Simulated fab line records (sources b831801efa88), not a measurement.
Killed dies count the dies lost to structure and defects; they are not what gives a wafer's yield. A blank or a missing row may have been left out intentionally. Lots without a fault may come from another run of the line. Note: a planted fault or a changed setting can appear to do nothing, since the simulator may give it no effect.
The tool behind it: which one? / flow gf180mcu / 24 lots with 72 wafers sampled at 6 steps, on a route of 602 steps

WHAT THE GAUGES SHOWED, per wafer
GF_V2_BOW_MEAS_05.
lot=L074; measured=day 19 10:01; on=film metro-03; V2_BOW (um)=91 86 93
lot=L075; measured=day 19 17:44; on=film metro-03; V2_BOW (um)=101 90 89
lot=L077; measured=day 20 04:59; on=film metro-03; V2_BOW (um)=98 99 89
lot=L076; measured=day 20 05:32; on=film metro-04; V2_BOW (um)=103 106 107
lot=L078; measured=day 20 23:26; on=film metro-03; V2_BOW (um)=106 104 91
lot=L079; measured=day 21 01:00; on=film metro-03; V2_BOW (um)=107 90 100
lot=L080; measured=day 21 09:32; on=film metro-01; V2_BOW (um)=99 85 97
lot=L081; measured=day 21 14:53; on=film metro-04; V2_BOW (um)=82 99 89
lot=L082; measured=day 22 02:38; on=film metro-03; V2_BOW (um)=90 109 104
lot=L083; measured=day 22 17:19; on=film metro-03; V2_BOW (um)=102 102 111
lot=L084; measured=day 22 19:35; on=film metro-01; V2_BOW (um)=108 104 108
lot=L085; measured=day 22 22:38; on=film metro-01; V2_BOW (um)=80 91 64
lot=L086; measured=day 23 12:30; on=film metro-03; V2_BOW (um)=113 100 96
lot=L087; measured=day 23 22:13; on=film metro-01; V2_BOW (um)=97 108 106
lot=L088; measured=day 24 02:07; on=film metro-03; V2_BOW (um)=117 124 99
lot=L089; measured=day 24 09:38; on=film metro-04; V2_BOW (um)=105 106 91
lot=L090; measured=day 24 15:43; on=film metro-03; V2_BOW (um)=100 90 97
lot=L091; measured=day 25 06:41; on=film metro-04; V2_BOW (um)=86 83 90
lot=L092; measured=day 25 15:51; on=film metro-04; V2_BOW (um)=103 100 92
lot=L093; measured=day 25 20:58; on=film metro-03; V2_BOW (um)=82 96 98
lot=L094; measured=day 26 12:49; on=film metro-04; V2_BOW (um)=99 103 101
lot=L096; measured=day 26 23:32; on=film metro-03; V2_BOW (um)=103 95 96
lot=L095; measured=day 27 02:37; on=film metro-03; V2_BOW (um)=102 83 104
lot=L097; measured=day 27 07:07; on=film metro-01; V2_BOW (um)=95 94 98

GF_V4_CD_MEAS_14: the cd target is 260 nm.
lot=L074; measured=day 24 12:12; on=cd sem-01; cd nm (nm)=258.1 256.8 257.6
lot=L075; measured=day 24 19:17; on=cd sem-02; cd nm (nm)=261.5 260.1 259.4
lot=L077; measured=day 25 05:43; on=cd sem-02; cd nm (nm)=263.4 262.4 262.8
lot=L076; measured=day 25 06:05; on=cd sem-02; cd nm (nm)=260.4 260.8 260.5
lot=L078; measured=day 25 22:40; on=cd sem-01; cd nm (nm)=257.2 257.7 258.8
lot=L079; measured=day 25 23:01; on=cd sem-01; cd nm (nm)=259.9 261.2 260.6
lot=L080; measured=day 26 06:45; on=cd sem-01; cd nm (nm)=258.7 261.1 260.1
lot=L081; measured=day 26 10:22; on=cd sem-02; cd nm (nm)=261.0 260.7 261.1
lot=L082; measured=day 26 23:14; on=cd sem-02; cd nm (nm)=260.6 261.5 261.2
lot=L083; measured=day 27 12:07; on=cd sem-02; cd nm (nm)=261.0 260.7 260.6
lot=L084; measured=day 27 15:38; on=cd sem-02; cd nm (nm)=259.6 259.6 260.6
lot=L085; measured=day 27 17:49; on=cd sem-02; cd nm (nm)=259.4 258.8 259.4
lot=L086; measured=day 28 07:14; on=cd sem-01; cd nm (nm)=258.8 258.5 259.1
lot=L087; measured=day 28 14:06; on=cd sem-02; cd nm (nm)=260.7 260.6 259.9
lot=L088; measured=day 28 18:26; on=cd sem-01; cd nm (nm)=262.0 260.8 261.0
lot=L089; measured=day 29 00:52; on=cd sem-01; cd nm (nm)=260.8 261.0 260.9
lot=L090; measured=day 29 04:33; on=cd sem-01; cd nm (nm)=257.2 258.3 258.7
lot=L091; measured=day 29 18:18; on=cd sem-02; cd nm (nm)=259.9 259.5 260.2
lot=L092; measured=day 30 01:55; on=cd sem-01; cd nm (nm)=259.7 259.5 260.8
lot=L093; measured=day 30 07:22; on=cd sem-02; cd nm (nm)=258.8 260.4 259.7
lot=L094; measured=day 30 20:38; on=cd sem-02; cd nm (nm)=260.2 260.4 259.4
lot=L096; measured=day 31 05:10; on=cd sem-02; cd nm (nm)=262.3 260.6 261.3
lot=L095; measured=day 31 07:29; on=cd sem-01; cd nm (nm)=259.3 260.3 259.8
lot=L097; measured=day 31 13:10; on=cd sem-02; cd nm (nm)=257.2 257.5 258.5

WHICH TOOL RAN EACH LOT (tool, then ch and the chambers of the sampled wafers, then the start)
lot=L074; GF_V1_ETCH_17=rie diel-03 ch 1,2,3, day 18 07:57 or earlier; GF_V1_CVD_23=cvd w-02 ch 0,1, day 18 07:57; GF_M2_STRIP_17=plasma asher-04 ch 0,1, day 19 08:55; GF_M3_SPUTTER_01=pvd sputter-02, day 20 12:10
lot=L075; GF_V1_ETCH_17=rie diel-02 ch 2,3, day 18 15:46 or earlier; GF_V1_CVD_23=cvd w-01 ch 0,1, day 18 15:46; GF_M2_STRIP_17=plasma asher-03 ch 0,1, day 19 16:37; GF_M3_SPUTTER_01=pvd sputter-01, day 20 19:01
lot=L077; GF_V1_ETCH_17=rie diel-04 ch 0,3, day 19 02:17 or earlier; GF_V1_CVD_23=cvd w-02 ch 0,1, day 19 02:17; GF_M2_STRIP_17=plasma asher-03 ch 0,1, day 20 03:53; GF_M3_SPUTTER_01=pvd sputter-01, day 21 06:20
lot=L076; GF_V1_ETCH_17=rie diel-02 ch 1,3, day 19 03:04 or earlier; GF_V1_CVD_23=cvd w-01 ch 0,1, day 19 03:04; GF_M2_STRIP_17=plasma asher-03 ch 0,1, day 20 04:25; GF_M3_SPUTTER_01=pvd sputter-04, day 21 06:58
lot=L078; GF_V1_ETCH_17=rie diel-03 ch 0,1,3, day 19 20:59 or earlier; GF_V1_CVD_23=cvd w-01 ch 0, day 19 20:59; GF_M2_STRIP_17=plasma asher-04 ch 0,1, day 20 22:19; GF_M3_SPUTTER_01=pvd sputter-02, day 22 00:10
lot=L079; GF_V1_ETCH_17=rie diel-02 ch 1,2, day 19 22:47 or earlier; GF_V1_CVD_23=cvd w-02 ch 0,1, day 19 22:47; GF_M2_STRIP_17=plasma asher-01 ch 0,1, day 20 23:53; GF_M3_SPUTTER_01=pvd sputter-01, day 22 01:56
lot=L080; GF_V1_ETCH_17=rie diel-04 ch 0,1,3, day 20 07:22 or earlier; GF_V1_CVD_23=cvd w-01 ch 0,1, day 20 07:22; GF_M2_STRIP_17=plasma asher-01 ch 0,1, day 21 08:26; GF_M3_SPUTTER_01=pvd sputter-04, day 22 09:23
lot=L081; GF_V1_ETCH_17=rie diel-03 ch 2,3, day 20 13:22 or earlier; GF_V1_CVD_23=cvd w-02 ch 0,1, day 20 13:22; GF_M2_STRIP_17=plasma asher-03 ch 0,1, day 21 13:47; GF_M3_SPUTTER_01=pvd sputter-01, day 22 14:47
lot=L082; GF_V1_ETCH_17=rie diel-04 ch 0,1,2, day 21 00:14 or earlier; GF_V1_CVD_23=cvd w-01 ch 0,1, day 21 00:14; GF_M2_STRIP_17=plasma asher-01 ch 0,1, day 22 01:26; GF_M3_SPUTTER_01=pvd sputter-02, day 23 02:53
lot=L083; GF_V1_ETCH_17=rie diel-02 ch 0,1,3, day 21 15:55 or earlier; GF_V1_CVD_23=cvd w-01 ch 0,1, day 21 15:55; GF_M2_STRIP_17=plasma asher-04 ch 0,1, day 22 16:11; GF_M3_SPUTTER_01=pvd sputter-01, day 23 17:34
lot=L084; GF_V1_ETCH_17=rie diel-04 ch 0,2,3, day 21 18:23 or earlier; GF_V1_CVD_23=cvd w-02 ch 0,1, day 21 18:23; GF_M2_STRIP_17=plasma asher-04 ch 0,1, day 22 18:28; GF_M3_SPUTTER_01=pvd sputter-04, day 23 19:47
lot=L085; GF_V1_ETCH_17=rie diel-03 ch 1,2,3, day 21 20:48 or earlier; GF_V1_CVD_23=cvd w-01 ch 0, day 21 20:48; GF_M2_STRIP_17=plasma asher-03 ch 0,1, day 22 21:32; GF_M3_SPUTTER_01=pvd sputter-02, day 23 23:08
lot=L086; GF_V1_ETCH_17=rie diel-04 ch 2,3, day 22 11:38 or earlier; GF_V1_CVD_23=cvd w-02 ch 0,1, day 22 11:38; GF_M2_STRIP_17=plasma asher-04 ch 0,1, day 23 11:20; GF_M3_SPUTTER_01=pvd sputter-01, day 24 12:20
lot=L087; GF_V1_ETCH_17=rie diel-02 ch 0,2,3, day 22 21:05 or earlier; GF_V1_CVD_23=cvd w-02 ch 0,1, day 22 21:05; GF_M2_STRIP_17=plasma asher-04 ch 0,1, day 23 20:41; GF_M3_SPUTTER_01=pvd sputter-02, day 24 22:19
lot=L088; GF_V1_ETCH_17=rie diel-03 ch 0,2,3, day 23 01:53 or earlier; GF_V1_CVD_23=cvd w-02 ch 0,1, day 23 01:53; GF_M2_STRIP_17=plasma asher-01 ch 0,1, day 24 00:56; GF_M3_SPUTTER_01=pvd sputter-02, day 25 01:47
lot=L089; GF_V1_ETCH_17=rie diel-02 ch 0,2,3, day 23 09:27 or earlier; GF_V1_CVD_23=cvd w-01 ch 0,1, day 23 09:27; GF_M2_STRIP_17=plasma asher-03 ch 0,1, day 24 08:32; GF_M3_SPUTTER_01=pvd sputter-04, day 25 09:43
lot=L090; GF_V1_ETCH_17=rie diel-02 ch 1,2, day 23 15:04 or earlier; GF_V1_CVD_23=cvd w-01 ch 0, day 23 15:04; GF_M2_STRIP_17=plasma asher-01 ch 0,1, day 24 14:35; GF_M3_SPUTTER_01=pvd sputter-02, day 25 15:23
lot=L091; GF_V1_ETCH_17=rie diel-04 ch 0,2,3, day 24 05:53 or earlier; GF_V1_CVD_23=cvd w-01 ch 0,1, day 24 05:53; GF_M2_STRIP_17=plasma asher-04 ch 0,1, day 25 05:25; GF_M3_SPUTTER_01=pvd sputter-04, day 26 05:53
lot=L092; GF_V1_ETCH_17=rie diel-04 ch 1,2,3, day 24 15:35 or earlier; GF_V1_CVD_23=cvd w-02 ch 0,1, day 24 15:35; GF_M2_STRIP_17=plasma asher-01 ch 0,1, day 25 14:41; GF_M3_SPUTTER_01=pvd sputter-04, day 26 14:57
lot=L093; GF_V1_ETCH_17=rie diel-03 ch 0,1,3, day 24 20:40 or earlier; GF_V1_CVD_23=cvd w-02 ch 0,1, day 24 20:40; GF_M2_STRIP_17=plasma asher-04 ch 0,1, day 25 19:50; GF_M3_SPUTTER_01=pvd sputter-02, day 26 19:37
lot=L094; GF_V1_ETCH_17=rie diel-02 ch 0,1,3, day 25 13:53 or earlier; GF_V1_CVD_23=cvd w-02 ch 0,1, day 25 13:53; GF_M2_STRIP_17=plasma asher-04 ch 0,1, day 26 11:41; GF_M3_SPUTTER_01=pvd sputter-04, day 27 11:23
lot=L096; GF_V1_ETCH_17=rie diel-04 ch 0,2,3, day 26 00:21 or earlier; GF_V1_CVD_23=cvd w-01 ch 0,1, day 26 00:21; GF_M2_STRIP_17=plasma asher-04 ch 0,1, day 26 22:27; GF_M3_SPUTTER_01=pvd sputter-01, day 27 22:23
lot=L095; GF_V1_ETCH_17=rie diel-02 ch 0,1,3, day 26 03:23 or earlier; GF_V1_CVD_23=cvd w-01 ch 1, day 26 03:23; GF_M2_STRIP_17=plasma asher-03 ch 0,1, day 27 01:26; GF_M3_SPUTTER_01=pvd sputter-01, day 28 00:17
lot=L097; GF_V1_ETCH_17=rie diel-04 ch 0,2, day 26 07:46 or earlier; GF_V1_CVD_23=cvd w-01 ch 1, day 26 07:46; GF_M2_STRIP_17=plasma asher-04 ch 0,1, day 27 06:00; GF_M3_SPUTTER_01=pvd sputter-04, day 28 05:15
- GF_V1_ETCH_17: etches SiO2 in C4F8/O2/Ar, stops on TiN, target depth 630 nm.
- GF_V1_CVD_23: deposits W, target thk 350 nm, time 105.05 s.
- GF_M2_STRIP_17: strips in O2/N2.
- GF_M3_SPUTTER_01: material TiN, target thk 30 nm, time 25 s.

WHAT THE TOOLS THEMSELVES READ (means of the sampled wafers that have a number; where no wafer has one, the mark that the record gives instead)
GF_V1_ETCH_17.
lot=L074; tool=rie diel-03; oes product au (a.u.)=0.853; rf fwd power W (W)=1492
lot=L075; tool=rie diel-02; oes product au (a.u.)=0.859; rf fwd power W (W)=1489
lot=L077; tool=rie diel-04; oes product au (a.u.)=0.855; rf fwd power W (W)=1495
lot=L076; tool=rie diel-02; oes product au (a.u.)=0.858; rf fwd power W (W)=1487
lot=L078; tool=rie diel-03; oes product au (a.u.)=0.856; rf fwd power W (W)=1489
lot=L079; tool=rie diel-02; oes product au (a.u.)=0.856; rf fwd power W (W)=1492
lot=L080; tool=rie diel-04; oes product au (a.u.)=0.856; rf fwd power W (W)=1497
lot=L081; tool=rie diel-03; oes product au (a.u.)=0.854; rf fwd power W (W)=1496
lot=L082; tool=rie diel-04; oes product au (a.u.)=0.851; rf fwd power W (W)=1487
lot=L083; tool=rie diel-02; oes product au (a.u.)=0.862; rf fwd power W (W)=1492
lot=L084; tool=rie diel-04; oes product au (a.u.)=0.855; rf fwd power W (W)=1492
lot=L085; tool=rie diel-03; oes product au (a.u.)=0.859; rf fwd power W (W)=1490
lot=L086; tool=rie diel-04; oes product au (a.u.)=0.858; rf fwd power W (W)=1489
lot=L087; tool=rie diel-02; oes product au (a.u.)=0.855; rf fwd power W (W)=1491
lot=L088; tool=rie diel-03; oes product au (a.u.)=0.857; rf fwd power W (W)=1488
lot=L089; tool=rie diel-02; oes product au (a.u.)=0.857; rf fwd power W (W)=1490
lot=L090; tool=rie diel-02; oes product au (a.u.)=0.856; rf fwd power W (W)=1491
lot=L091; tool=rie diel-04; oes product au (a.u.)=0.854; rf fwd power W (W)=1490
lot=L092; tool=rie diel-04; oes product au (a.u.)=0.854; rf fwd power W (W)=1494
lot=L093; tool=rie diel-03; oes product au (a.u.)=0.854; rf fwd power W (W)=1495
lot=L094; tool=rie diel-02; oes product au (a.u.)=0.860; rf fwd power W (W)=1493
lot=L096; tool=rie diel-04; oes product au (a.u.)=0.850; rf fwd power W (W)=1492
lot=L095; tool=rie diel-02; oes product au (a.u.)=0.859; rf fwd power W (W)=1489
lot=L097; tool=rie diel-04; oes product au (a.u.)=0.856; rf fwd power W (W)=1491

GF_V1_CVD_23.
lot=L074; tool=cvd w-02; heater power w (W)=742
lot=L075; tool=cvd w-01; heater power w (W)=875
lot=L077; tool=cvd w-02; heater power w (W)=747
lot=L076; tool=cvd w-01; heater power w (W)=812
lot=L078; tool=cvd w-01; heater power w (W)=932
lot=L079; tool=cvd w-02; heater power w (W)=775
lot=L080; tool=cvd w-01; heater power w (W)=814
lot=L081; tool=cvd w-02; heater power w (W)=739
lot=L082; tool=cvd w-01; heater power w (W)=817
lot=L083; tool=cvd w-01; heater power w (W)=871
lot=L084; tool=cvd w-02; heater power w (W)=781
lot=L085; tool=cvd w-01; heater power w (W)=929
lot=L086; tool=cvd w-02; heater power w (W)=788
lot=L087; tool=cvd w-02; heater power w (W)=786
lot=L088; tool=cvd w-02; heater power w (W)=735
lot=L089; tool=cvd w-01; heater power w (W)=874
lot=L090; tool=cvd w-01; heater power w (W)=934
lot=L091; tool=cvd w-01; heater power w (W)=820
lot=L092; tool=cvd w-02; heater power w (W)=743
lot=L093; tool=cvd w-02; heater power w (W)=790
lot=L094; tool=cvd w-02; heater power w (W)=751
lot=L096; tool=cvd w-01; heater power w (W)=836
lot=L095; tool=cvd w-01; heater power w (W)=757
lot=L097; tool=cvd w-01; heater power w (W)=771

GF_M2_STRIP_17.
lot=L074; tool=plasma asher-04; drypump motor current A (A)=5.4; heater power w (W)=311; oes product au (a.u.)=0.552; platen temp c (C)=250.02; strip time to endpoint s (s)=7.81
lot=L075; tool=plasma asher-03; drypump motor current A (A)=5.9; heater power w (W)=327; oes product au (a.u.)=0.550; platen temp c (C)=250.07; strip time to endpoint s (s)=7.79
lot=L077; tool=plasma asher-03; drypump motor current A (A)=6.1; heater power w (W)=340; oes product au (a.u.)=0.554; platen temp c (C)=250.31; strip time to endpoint s (s)=7.79
lot=L076; tool=plasma asher-03; drypump motor current A (A)=6.0; heater power w (W)=331; oes product au (a.u.)=0.552; platen temp c (C)=250.10; strip time to endpoint s (s)=7.75
lot=L078; tool=plasma asher-04; drypump motor current A (A)=5.0; heater power w (W)=341; oes product au (a.u.)=0.557; platen temp c (C)=249.73; strip time to endpoint s (s)=7.86
lot=L079; tool=plasma asher-01; drypump motor current A (A)=5.5; heater power w (W)=328; oes product au (a.u.)=0.552; platen temp c (C)=249.77; strip time to endpoint s (s)=7.73
lot=L080; tool=plasma asher-01; drypump motor current A (A)=5.6; heater power w (W)=324; oes product au (a.u.)=0.554; platen temp c (C)=249.99; strip time to endpoint s (s)=7.74
lot=L081; tool=plasma asher-03; drypump motor current A (A)=6.1; heater power w (W)=342; oes product au (a.u.)=0.553; platen temp c (C)=250.09; strip time to endpoint s (s)=7.82
lot=L082; tool=plasma asher-01; drypump motor current A (A)=5.6; heater power w (W)=317; oes product au (a.u.)=0.554; platen temp c (C)=250.12; strip time to endpoint s (s)=7.85
lot=L083; tool=plasma asher-04; drypump motor current A (A)=5.1; heater power w (W)=344; oes product au (a.u.)=0.551; platen temp c (C)=250.01; strip time to endpoint s (s)=7.77
lot=L084; tool=plasma asher-04; drypump motor current A (A)=5.1; heater power w (W)=342; oes product au (a.u.)=0.545; platen temp c (C)=250.07; strip time to endpoint s (s)=7.80
lot=L085; tool=plasma asher-03; drypump motor current A (A)=6.1; heater power w (W)=341; oes product au (a.u.)=0.555; platen temp c (C)=249.96; strip time to endpoint s (s)=7.80
lot=L086; tool=plasma asher-04; drypump motor current A (A)=5.1; heater power w (W)=349; oes product au (a.u.)=0.560; platen temp c (C)=250.06; strip time to endpoint s (s)=7.84
lot=L087; tool=plasma asher-04; drypump motor current A (A)=5.1; heater power w (W)=351; oes product au (a.u.)=0.557; platen temp c (C)=249.95; strip time to endpoint s (s)=7.83
lot=L088; tool=plasma asher-01; drypump motor current A (A)=5.6; heater power w (W)=326; oes product au (a.u.)=0.563; platen temp c (C)=250.06; strip time to endpoint s (s)=7.84
lot=L089; tool=plasma asher-03; drypump motor current A (A)=6.0; heater power w (W)=332; oes product au (a.u.)=0.555; platen temp c (C)=250.04; strip time to endpoint s (s)=7.78
lot=L090; tool=plasma asher-01; drypump motor current A (A)=5.5; heater power w (W)=331; oes product au (a.u.)=0.557; platen temp c (C)=250.11; strip time to endpoint s (s)=7.84
lot=L091; tool=plasma asher-04; drypump motor current A (A)=5.4; heater power w (W)=308; oes product au (a.u.)=0.556; platen temp c (C)=250.12; strip time to endpoint s (s)=7.82
lot=L092; tool=plasma asher-01; drypump motor current A (A)=5.5; heater power w (W)=332; oes product au (a.u.)=0.552; platen temp c (C)=249.93; strip time to endpoint s (s)=7.85
lot=L093; tool=plasma asher-04; drypump motor current A (A)=5.1; heater power w (W)=348; oes product au (a.u.)=0.555; platen temp c (C)=249.74; strip time to endpoint s (s)=7.78
lot=L094; tool=plasma asher-04; drypump motor current A (A)=5.1; heater power w (W)=346; oes product au (a.u.)=0.558; platen temp c (C)=249.90; strip time to endpoint s (s)=7.81
lot=L096; tool=plasma asher-04; drypump motor current A (A)=5.1; heater power w (W)=343; oes product au (a.u.)=0.560; platen temp c (C)=249.89; strip time to endpoint s (s)=7.82
lot=L095; tool=plasma asher-03; drypump motor current A (A)=6.0; heater power w (W)=332; oes product au (a.u.)=0.558; platen temp c (C)=249.98; strip time to endpoint s (s)=7.79
lot=L097; tool=plasma asher-04; drypump motor current A (A)=5.1; heater power w (W)=350; oes product au (a.u.)=0.556; platen temp c (C)=250.25; strip time to endpoint s (s)=7.78

GF_M3_SPUTTER_01.
lot=L074; tool=pvd sputter-02; chamber pressure pa (Pa)=0.4000; throttle valve pct (%)=30.0
lot=L075; tool=pvd sputter-01; chamber pressure pa (Pa)=0.3993; throttle valve pct (%)=30.6
lot=L077; tool=pvd sputter-01; chamber pressure pa (Pa)=0.3997; throttle valve pct (%)=31.3
lot=L076; tool=pvd sputter-04; chamber pressure pa (Pa)=0.4006; throttle valve pct (%)=29.1
lot=L078; tool=pvd sputter-02; chamber pressure pa (Pa)=0.3990; throttle valve pct (%)=29.9
lot=L079; tool=pvd sputter-01; chamber pressure pa (Pa)=0.4005; throttle valve pct (%)=29.7
lot=L080; tool=pvd sputter-04; chamber pressure pa (Pa)=0.3998; throttle valve pct (%)=27.9
lot=L081; tool=pvd sputter-01; chamber pressure pa (Pa)=0.3991; throttle valve pct (%)=29.1
lot=L082; tool=pvd sputter-02; chamber pressure pa (Pa)=0.4005; throttle valve pct (%)=30.2
lot=L083; tool=pvd sputter-01; chamber pressure pa (Pa)=0.4000; throttle valve pct (%)=29.3
lot=L084; tool=pvd sputter-04; chamber pressure pa (Pa)=0.4005; throttle valve pct (%)=29.8
lot=L085; tool=pvd sputter-02; chamber pressure pa (Pa)=0.4002; throttle valve pct (%)=30.8
lot=L086; tool=pvd sputter-01; chamber pressure pa (Pa)=0.4004; throttle valve pct (%)=30.7
lot=L087; tool=pvd sputter-02; chamber pressure pa (Pa)=0.3999; throttle valve pct (%)=31.1
lot=L088; tool=pvd sputter-02; chamber pressure pa (Pa)=0.3990; throttle valve pct (%)=31.0
lot=L089; tool=pvd sputter-04; chamber pressure pa (Pa)=0.4006; throttle valve pct (%)=29.9
lot=L090; tool=pvd sputter-02; chamber pressure pa (Pa)=0.3997; throttle valve pct (%)=30.0
lot=L091; tool=pvd sputter-04; chamber pressure pa (Pa)=0.3996; throttle valve pct (%)=29.1
lot=L092; tool=pvd sputter-04; chamber pressure pa (Pa)=0.4009; throttle valve pct (%)=29.7
lot=L093; tool=pvd sputter-02; chamber pressure pa (Pa)=0.4001; throttle valve pct (%)=30.1
lot=L094; tool=pvd sputter-04; chamber pressure pa (Pa)=0.4008; throttle valve pct (%)=29.0
lot=L096; tool=pvd sputter-01; chamber pressure pa (Pa)=0.3998; throttle valve pct (%)=29.4
lot=L095; tool=pvd sputter-01; chamber pressure pa (Pa)=0.4000; throttle valve pct (%)=29.6
lot=L097; tool=pvd sputter-04; chamber pressure pa (Pa)=0.4000; throttle valve pct (%)=28.0

THE ANSWER, worked out from the rows above alone
Rule: the lots themselves supply what counts as usual. Put in order of their means at a reading, lots are off if they are a third of the lots or fewer, leave a main group of 4 or more, and stand apart from it by a gap of 3 or more times the standard deviation of the main group's means; of several such gaps the widest counts. The tables above print the reading to a certain number of digits; a main group whose means all agree to those digits is not used. A lot without any number at a reading at which 4 lots or more have one is off too. Where the step has rows for the other lots, those lots are counted as sound. Order of review: gauges by route order, followed by the tools' own readings, for which a lot's mean as printed above is used. At the first step where some lot is off, the reading lying furthest off is the one used; lots without a number count as furthest.
Nothing can be told from this: no lot is off at any reading shown.

WHAT THE SIMULATOR PUT IN
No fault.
